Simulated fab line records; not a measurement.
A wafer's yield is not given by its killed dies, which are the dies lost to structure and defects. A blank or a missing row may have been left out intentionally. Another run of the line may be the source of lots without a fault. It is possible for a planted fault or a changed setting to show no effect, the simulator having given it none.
Struck lot and sound lot, side by side    flow gf180mcu    15 out of 602 route steps
Sound: the wafers L286.1, L286.4, L286.5. Struck: wafer L294.1 (L294.3, L294.5, from the same lot, were not struck and are left out); the cause is given at the end.
At each step with rows: each side's tool, then ch and its chambers, then its first start. Under that, the readings that differ: sound wafers    struck wafers    difference of the means    sigmas: that difference in standard deviations of wafers without a fault.
alike: a reading whose means differ by less than 2 such deviations, as well as words and numbers matching on both sides. not compared: withheld readings; readings where some wafer has no value; bounds like >300 that might hide an equal value; numbers whose values overlap and for which the record gives no deviation.
A row with sigmas, a row that says differs or no value, or rows on one side alone: a step with any of these is where the two part. Numbers that have no deviation but don't overlap get no sigmas and don't part them. A reading that every wafer of one side lacks parts them only if that side has two wafers or more.

first, 3 steps without rows for these wafers: GF_V1_EXPOSE_11 (exposes mask Via1, target cd 260 nm); GF_V1_PEB_12 (peb time 90 s); GF_V1_DEVELOP_13 (develop time 60 s).
GF_V1_CD_MEAS_14: target cd 260 nm.
  sound on cd-sem-02, day 18 16:32; struck on cd-sem-01, day 22 12:04
  alike: cd-nm
GF_V1_OVL_MEAS_15:
  sound on overlay-01, day 18 16:40; struck on overlay-01, day 22 12:11
  alike: V1_OVL
GF_V1_ETCH_16: etches BARC in N2/H2.
  sound on rie-diel-01 ch 0,1, day 18 16:41; struck on rie-diel-02 ch 2, day 22 12:14
reading                      sound                struck  difference  sigmas
bias-w (W)                   99.68 100.08 100.26  99.26   -0.75       -3
drypump-motor-current-A (A)  6.3 4.7 4.7          6.2     +1.0        +2
  alike: oes-product-au, throttle-valve-pct
GF_V1_ETCH_17: etches SiO2 in C4F8/O2/Ar, stops on TiN, target depth 630 nm.
  sound on rie-diel-01 ch 0,1; struck on rie-diel-02 ch 2
  alike: bias-w, oes-product-au
GF_V1_STRIP_18: strips in O2/N2.
  sound on plasma-asher-02 ch 1, day 18 16:49; struck on plasma-asher-01 ch 0, day 22 12:21
reading                      sound        struck  difference  sigmas
drypump-motor-current-A (A)  6.1 6.1 6.1  5.4     -0.7        -2
  alike: heater-power-w, oes-product-au
  not compared: rf-hours-counter-h
then, 2 steps without rows for these wafers: GF_V1_STRIP_19 (strips in post etch residue remover, time 1200 s); GF_V1_CLEAN_20 (cleans in DIW).
GF_V1_SPUTTER_21: material Ti, target thk 15 nm, time 80.02 s.
  sound on pvd-sputter-03, day 18 17:21; struck on pvd-sputter-02, day 22 12:55
  alike: throttle-valve-pct
GF_V1_SPUTTER_22: material TiN, target thk 10 nm, time 40 s.
  sound on pvd-sputter-03, day 18 17:25; struck on pvd-sputter-02, day 22 12:59
  alike: throttle-valve-pct
GF_V1_CVD_23: deposits W, target thk 350 nm, time 105.05 s.
  sound on cvd-w-01 ch 0,1, day 18 17:27; struck on cvd-w-01 ch 0, day 22 13:01
reading                           sound              struck  difference  sigmas
model.W_of_V1_CVD_23.thk-nm (nm)  352.1 359.6 350.4  342.5   -11.5       
  alike: heater-power-w
GF_V1_RS_MEAS_24: measurement is done with a four-point probe.
  sound on film-metro-01, day 18 17:34; struck on film-metro-03, day 22 13:08
reading           sound              struck  difference  sigmas
V1_W_RS (ohm/sq)  0.325 0.319 0.328  0.335   +0.011      +3
GF_PASSIVATION_PROBE_99:
  sound wafers here have rows in the record (prober-02, day 29 11:14); struck ones have none

## WHERE THEY PART
Last at GF_PASSIVATION_PROBE_99 as far as this record goes, first at GF_V1_ETCH_16.

WHY: what the simulator had put in
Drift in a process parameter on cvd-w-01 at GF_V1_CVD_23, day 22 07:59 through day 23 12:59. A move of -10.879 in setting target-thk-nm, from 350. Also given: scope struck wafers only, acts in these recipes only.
